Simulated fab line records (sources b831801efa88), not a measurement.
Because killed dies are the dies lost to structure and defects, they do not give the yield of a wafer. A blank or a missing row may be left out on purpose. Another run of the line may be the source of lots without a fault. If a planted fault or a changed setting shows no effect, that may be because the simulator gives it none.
Matching of chambers | flow sky130 | SKY_LI_CONTACT_ETCH_15 on rie_diel-01 has 4 sister chambers
The step etches PSG in C4F8/O2/Ar, stops on Si, target depth 600 nm. 18 wafers are shown with their chamber, then 9 later ones without.

## WAFERS, EACH WITH ITS CHAMBER
wafer  | chamber | rf_fwd_power_W (W) | chamber_pressure_mTorr (mTorr) | oes_product_au (a.u.)
L077.2 | 1       | 1489               | 39.98                          | 0.832
L077.4 | 3       | 1487               | 39.96                          | 0.835
L077.5 | 0       | 1496               | 39.99                          | 0.836
L079.1 | 3       | 1496               | 39.97                          | 0.835
L079.3 | 0       | 1487               | 40.06                          | 0.842
L079.4 | 2       | 1486               | 40.06                          | 0.834
L082.1 | 2       | 1486               | 39.97                          | 0.840
L082.2 | 0       | 1491               | 39.97                          | 0.836
L082.4 | 1       | 1493               | 39.93                          | 0.828
L086.1 | 0       | 1500               | 40.02                          | 0.838
L086.3 | 1       | 1492               | 40.07                          | 0.842
L086.5 | 2       | 1483               | 40.05                          | 0.841
L091.3 | 2       | 1487               | 40.03                          | 0.835
L091.4 | 0       | 1485               | 39.99                          | 0.843
L091.6 | 0       | 1488               | 40.08                          | 0.834
L093.4 | 3       | 1497               | 39.98                          | 0.835
L093.5 | 0       | 1495               | 40.00                          | 0.822
L093.6 | 3       | 1496               | 40.01                          | 0.838

SIGNATURES (means of the wafers above)
reading                | chamber 0 | chamber 1 | chamber 2 | chamber 3 | scatter within a chamber
rf_fwd_power_W         | 1491.71   | 1491.33   | 1485.50   | 1494.00   | 4.34
chamber_pressure_mTorr | 40.0157   | 39.9933   | 40.0275   | 39.9800   | 0.0432
oes_product_au         | 0.83586   | 0.83400   | 0.83750   | 0.83575   | 0.00558
Rule: a wafer's distance from a chamber is the root of the sum, over the readings, of the square of ((its reading less the chamber's mean) divided by the reading's scatter). If the next closest chamber is less than 2 further off than the closest, the wafer can't be placed; otherwise it belongs to the closest. The scatter: the root of (the sum of the squares of (reading less its chamber's mean) over the shown wafers, divided by (wafers less chambers)).

## WAFERS WITHOUT THEIR CHAMBER
wafer  | rf_fwd_power_W (W) | chamber_pressure_mTorr (mTorr) | oes_product_au (a.u.)
L094.1 | 1486               | 40.02                          | 0.837
L094.3 | 1490               | 39.99                          | 0.837
L094.4 | 1489               | 40.06                          | 0.830
L092.2 | 1490               | 40.04                          | 0.830
L092.4 | 1487               | 39.97                          | 0.833
L092.5 | 1497               | 39.98                          | 0.835
L095.1 | 1490               | 40.02                          | 0.839
L095.3 | 1488               | 40.00                          | 0.838
L095.5 | 1499               | 39.99                          | 0.842

## CHAMBER TAKEN BY EACH
wafer  | from the rows above               | in truth
L094.1 | can't be placed: 2 or 0 or 1 or 3 | 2
L094.3 | can't be placed: 1 or 0 or 3 or 2 | 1
L094.4 | can't be placed: 0 or 2 or 1 or 3 | 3
L092.2 | can't be placed: 0 or 1 or 2 or 3 | 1
L092.4 | can't be placed: 1 or 2 or 0 or 3 | 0
L092.5 | can't be placed: 3 or 1 or 0      | 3
L095.1 | can't be placed: 0 or 2 or 1 or 3 | 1
L095.3 | can't be placed: 2 or 0 or 1 or 3 | 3
L095.5 | can't be placed: 3 or 0 or 1 or 2 | 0
Correctly placed: 0 of 9. Not placeable from these rows: 9 (in 9, the candidates include the true chamber). Number placed wrongly: 0.
